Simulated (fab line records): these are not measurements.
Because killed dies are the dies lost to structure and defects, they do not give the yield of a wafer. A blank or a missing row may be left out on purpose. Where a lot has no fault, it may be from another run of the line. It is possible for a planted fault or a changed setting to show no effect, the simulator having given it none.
Chamber matching	flow gf180mcu	4 sister chambers for GF_V5_CMP_04 on cmp-02
The step polishes SiO2. 4 wafers are shown with their chamber, then 9 later ones without.

## WAFERS WITH THEIR CHAMBER
wafer	chamber	motorCurrentA (A)
L948.6	3	12.8
L953.4	1	13.4
L954.4	2	11.7
L954.6	0	11.5

## WAFERS WHOSE CHAMBER IS MISSING
wafer	motorCurrentA (A)
L963.1	13.9
L963.2	12.1
L963.3	11.3
L965.2	11.1
L965.4	12.5
L965.6	14.5
L966.2	12.0
L966.5	13.6
L966.6	11.8

## WHICH CHAMBER EACH WENT THROUGH
wafer	from the rows above	in truth
L963.1	can't be placed: 1 or 3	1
L963.2	can't be placed: 2 or 0 or 3 or 1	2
L963.3	can't be placed: 0 or 2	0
L965.2	can't be placed: 0 or 2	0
L965.4	can't be placed: 3 or 2 or 1 or 0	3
L965.6	can't be placed: 1 or 3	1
L966.2	can't be placed: 2 or 0 or 3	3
L966.5	can't be placed: 1 or 3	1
L966.6	can't be placed: 2 or 0 or 3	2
Correct placement for 0 of the 9. From these rows, 9 cannot be placed; in 9 the true chamber is one of the candidates. Number placed wrongly: 0.
How it was worked out, from the rows above alone: a wafer's distance from a chamber is the root of the sum, over the readings, of the square of ((its reading less the chamber's mean) divided by the reading's scatter). The wafer belongs to the nearest chamber; if the next one is less than 2 further off, it can't be placed. A chamber's mean is the mean of its shown wafers. The scatter: root of mean squared gap, hidden wafer to nearest shown wafer, with one shown wafer a chamber.
